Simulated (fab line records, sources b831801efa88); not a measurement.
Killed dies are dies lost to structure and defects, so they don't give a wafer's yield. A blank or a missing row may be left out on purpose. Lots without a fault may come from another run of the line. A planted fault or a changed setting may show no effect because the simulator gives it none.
A struck lot beside a sound one | flow sky130 | 24 steps out of a route of 708
Sound: wafers L720.3, L720.5, L720.6. Struck: wafer L730.3. The cause comes at the end.
At each step with rows: each side's tool, then ch and its chambers, then its first start. Under that, the readings that differ: sound wafers | struck wafers | difference of the means | sigmas: that difference in standard deviations of wafers without a fault.
alike: readings whose means differ by less than 2 such deviations, and words and numbers that are the same on both sides. not compared: withheld readings, readings that some wafer has no value for, bounds like >300 that may hide the same value, and numbers for which the record gives no deviation and whose values overlap.
The two part at a step that has a row with sigmas, a row that says differs or no value, or rows on one side only. Numbers that don't overlap but have no deviation are shown without sigmas and don't part them. A reading that every wafer of one side lacks parts them only if that side has two wafers or more.

first, 8 steps without rows for these wafers: SKY_RES_XHIGH_DEHYDRATE_00 (time 60 s); SKY_RES_XHIGH_HMDS_01 (prime time 60 s); SKY_RES_XHIGH_COAT_02 (resist thk 1140 nm); SKY_RES_XHIGH_SOFTBAKE_03 (time 60 s); SKY_RES_XHIGH_EXPOSE_04 (exposes mask URPM, target cd 1270 nm); SKY_RES_XHIGH_PEB_05; SKY_RES_XHIGH_DEVELOP_06 (develop time 60 s); SKY_RES_XHIGH_IMPLANT_07.
SKY_RES_XHIGH_STRIP_08: strips in O2/N2.
  sound on plasma_asher-02 ch 0,1, day 28 21:37; struck on plasma_asher-02 ch 0, day 32 02:31
  reading                      | sound             | struck | difference | sigmas
  strip_time_to_endpoint_s (s) | 14.25 14.26 14.31 | 14.35  | +0.08      | +2
  alike: drypump_motor_current_A, oes_product_au
  not compared: rf_hours_counter_h
SKY_RES_XHIGH_TW_MEAS_09:
  sound on film_metro-04, day 28 21:42; struck on film_metro-04, day 32 02:37
  alike: RES_XHIGH_TW
then, 2 steps without rows for these wafers: SKY_SD_N_DEHYDRATE_00 (time 60 s); SKY_SD_N_HMDS_01 (prime time 60 s).
SKY_SD_N_COAT_02: resist thk 1140 nm.
  sound on litho_track-01 ch 0, day 29 11:28; struck on litho_track-01 ch 0, day 32 15:34
  reading                                   | sound          | struck | difference | sigmas
  model.NOVOLAK_of_SD_N_COAT_02.thk_nm (nm) | 1145 1146 1144 | 566.4  | -578.6     |
then, 3 steps without rows for these wafers: SKY_SD_N_SOFTBAKE_03 (time 60 s); SKY_SD_N_EXPOSE_04 (exposes mask NSDM, target cd 380 nm); SKY_SD_N_PEB_05.
SKY_SD_N_DEVELOP_06: develop time 60 s.
  sound on litho_track-04 ch 0, day 30 01:28; struck on litho_track-01 ch 0, day 33 05:25
  reading                                   | sound          | struck | difference | sigmas
  model.NOVOLAK_of_SD_N_COAT_02.thk_nm (nm) | 1145 1146 1143 | 566    | -579       |
SKY_SD_N_CD_MEAS_07: target cd 380 nm.
  sound on cd_sem-02, day 30 01:36; struck on cd_sem-02, day 33 05:50
  reading    | sound             | struck | difference | sigmas
  cd_nm (nm) | 380.5 378.1 381.5 | 456.7  | +76.7      | +29
  not compared: hold
SKY_SD_N_OVL_MEAS_08:
  sound on overlay-01, day 30 01:41; struck on overlay-01, day 33 09:38
  reading | sound | struck                   | difference                   | sigmas
  hold    | - - - | await_dispo/3.7h/release | no value on the sound wafers |
  alike: SD_N_OVL
then, 2 steps without rows for these wafers: SKY_SD_N_IMPLANT_09; SKY_SD_N_IMPLANT_10.
SKY_SD_N_STRIP_11: strips in O2/N2.
  sound on plasma_asher-04 ch 0,1, day 30 02:03; struck on plasma_asher-01 ch 1, day 33 10:00
  reading                      | sound             | struck | difference | sigmas
  oes_product_au (a.u.)        | 0.526 0.523 0.538 | 0.449  | -0.080     | -17
  strip_time_to_endpoint_s (s) | 22.62 22.64 22.63 | 16.04  | -6.59      | -99 or more
  alike: drypump_motor_current_A
  not compared: rf_hours_counter_h
SKY_SD_N_TW_MEAS_12:
  sound on film_metro-02, day 30 02:08; struck on film_metro-02, day 33 10:05
  alike: SD_N_TW
then, 1 step without rows for these wafers: SKY_PAD_OPEN_PROBE_99.

WHERE THEY PART
First at SKY_RES_XHIGH_STRIP_08; last, within this record, at SKY_SD_N_STRIP_11. Later steps at which nothing parts them and some readings are alike: SKY_SD_N_TW_MEAS_12.

WHY: what the simulator had put in
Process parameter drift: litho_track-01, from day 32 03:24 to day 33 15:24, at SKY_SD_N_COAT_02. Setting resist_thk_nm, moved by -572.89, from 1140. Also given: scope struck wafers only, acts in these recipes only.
